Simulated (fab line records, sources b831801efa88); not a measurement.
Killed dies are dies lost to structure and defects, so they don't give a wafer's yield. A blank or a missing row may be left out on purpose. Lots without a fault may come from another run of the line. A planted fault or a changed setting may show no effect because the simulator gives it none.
Chamber matching | flow gf180mcu | GF_STI_ETCH_14 on rie_si-02: 4 sister chambers
The step etches Si in HBr/Cl2/O2, target depth 360 nm, time 102.9 s. 8 wafers are shown with their chamber, then 8 later ones without.

WAFERS WITH THEIR CHAMBER
wafer  | chamber | drypump_motor_current_A (A) | run_length_s (s)
L688.4 | 2       | 5.0                         | 131.1
L689.1 | 3       | 5.4                         | 131.1
L690.5 | 3       | 5.4                         | 131.1
L690.6 | 2       | 5.0                         | 131.2
L695.2 | 1       | 6.4                         | 131.8
L695.4 | 0       | 6.5                         | 131.8
L695.6 | 0       | 6.5                         | 132.0
L698.1 | 1       | 6.5                         | 131.8

WAFERS WITHOUT THEIR CHAMBER
wafer  | drypump_motor_current_A (A) | run_length_s (s)
L698.3 | 5.0                         | 131.4
L698.5 | 5.0                         | 131.1
L708.4 | 5.3                         | 131.2
L708.5 | 5.3                         | 131.2
L708.6 | 6.5                         | 131.2
L709.1 | 6.5                         | 131.8
L709.3 | 5.3                         | 131.4
L709.4 | 5.0                         | 131.2

WHICH CHAMBER EACH WENT THROUGH
wafer  | from the rows above     | in truth
L698.3 | 2                       | 2
L698.5 | 2                       | 2
L708.4 | 3                       | 3
L708.5 | 3                       | 3
L708.6 | can't be placed: 1 or 0 | 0
L709.1 | can't be placed: 0 or 1 | 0
L709.3 | 3                       | 3
L709.4 | 2                       | 2
Placed correctly: 6 of 8. Can't be placed from these rows: 2 (the true chamber is among the candidates in 2). Placed wrongly: 0.
How it was worked out, from the rows above alone: a wafer's distance from a chamber is the root of the sum, over the readings, of the square of ((its reading less the chamber's mean) divided by the reading's scatter). The wafer belongs to the nearest chamber; if the next one is less than 2 further off, it can't be placed. A chamber's mean is the mean of its shown wafers. The scatter: the root of (the sum of the squares of (reading less its chamber's mean) over the shown wafers, divided by (wafers less chambers)).
